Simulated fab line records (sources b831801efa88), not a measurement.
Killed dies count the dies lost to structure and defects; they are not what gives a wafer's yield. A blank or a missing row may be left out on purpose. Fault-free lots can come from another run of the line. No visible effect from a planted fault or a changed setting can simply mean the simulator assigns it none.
Matching of chambers | flow gf180mcu | 4 sister chambers for GF_V2_CMP_26 on cmp-01
The step polishes, stops on SiO2, t overpolish 15 s, target thk 0 nm. 4 wafers are shown with their chamber, then 7 later ones without.

## WAFERS, EACH WITH ITS CHAMBER
wafer  | chamber | motor-current-A (A)
L685.2 | 2       | 12.8
L685.5 | 0       | 11.0
L690.1 | 1       | 10.7
L690.3 | 3       | 9.5

## WAFERS WHOSE CHAMBER IS MISSING
wafer  | motor-current-A (A)
L690.6 | 12.8
L692.2 | 10.5
L692.4 | 9.5
L692.6 | 12.4
L694.2 | 11.4
L694.5 | 9.5
L694.6 | 11.0

## EACH ONE'S CHAMBER
wafer  | from the rows above     | in truth
L690.6 | 2                       | 2
L692.2 | can't be placed: 1 or 0 | 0
L692.4 | 3                       | 3
L692.6 | 2                       | 2
L694.2 | can't be placed: 0 or 1 | 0
L694.5 | 3                       | 3
L694.6 | can't be placed: 0 or 1 | 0
Correct placement for 4 of the 7. Unplaceable from these rows: 3, with the true chamber sitting among the candidates in 3. Wrongly placed: 0.
How it was worked out, from the rows above alone: a wafer's distance from a chamber is the root of the sum, over the readings, of the square of ((its reading less the chamber's mean) divided by the reading's scatter). The wafer belongs to the nearest chamber; if the next one is less than 2 further off, it can't be placed. For every chamber, the mean is computed from those of its wafers that are shown. The scatter: root of mean squared gap, hidden wafer to nearest shown wafer, with one shown wafer a chamber.
